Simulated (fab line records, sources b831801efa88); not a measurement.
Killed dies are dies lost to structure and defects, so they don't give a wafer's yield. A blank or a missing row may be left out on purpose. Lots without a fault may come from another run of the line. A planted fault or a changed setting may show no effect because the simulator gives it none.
Chamber matching | flow gf180mcu | GF_V5_CMP_04 on cmp-02: 4 sister chambers
The step polishes SiO2. 4 wafers are shown with their chamber, then 9 later ones without.

WAFERS WITH THEIR CHAMBER
wafer  | chamber | motor_current_A (A)
L284.5 | 1       | 9.9
L288.2 | 2       | 12.5
L288.3 | 3       | 12.2
L288.4 | 0       | 13.5

WAFERS WITHOUT THEIR CHAMBER
wafer  | motor_current_A (A)
L291.1 | 12.6
L291.4 | 9.6
L291.5 | 12.5
L300.2 | 13.0
L300.3 | 10.0
L300.4 | 12.1
L301.1 | 12.3
L301.4 | 10.2
L301.5 | 12.9

WHICH CHAMBER EACH WENT THROUGH
wafer  | from the rows above          | in truth
L291.1 | can't be placed: 2 or 3      | 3
L291.4 | 1                            | 1
L291.5 | can't be placed: 2 or 3      | 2
L300.2 | can't be placed: 0 or 2 or 3 | 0
L300.3 | 1                            | 1
L300.4 | can't be placed: 3 or 2      | 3
L301.1 | can't be placed: 3 or 2      | 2
L301.4 | 1                            | 1
L301.5 | can't be placed: 2 or 0 or 3 | 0
Placed correctly: 3 of 9. Can't be placed from these rows: 6 (the true chamber is among the candidates in 6). Placed wrongly: 0.
How it was worked out, from the rows above alone: a wafer's distance from a chamber is the root of the sum, over the readings, of the square of ((its reading less the chamber's mean) divided by the reading's scatter). The wafer belongs to the nearest chamber; if the next one is less than 2 further off, it can't be placed. A chamber's mean is the mean of its shown wafers. The scatter: with one shown wafer a chamber, the root of the mean of the squares of how far each hidden wafer lies from its nearest shown one.
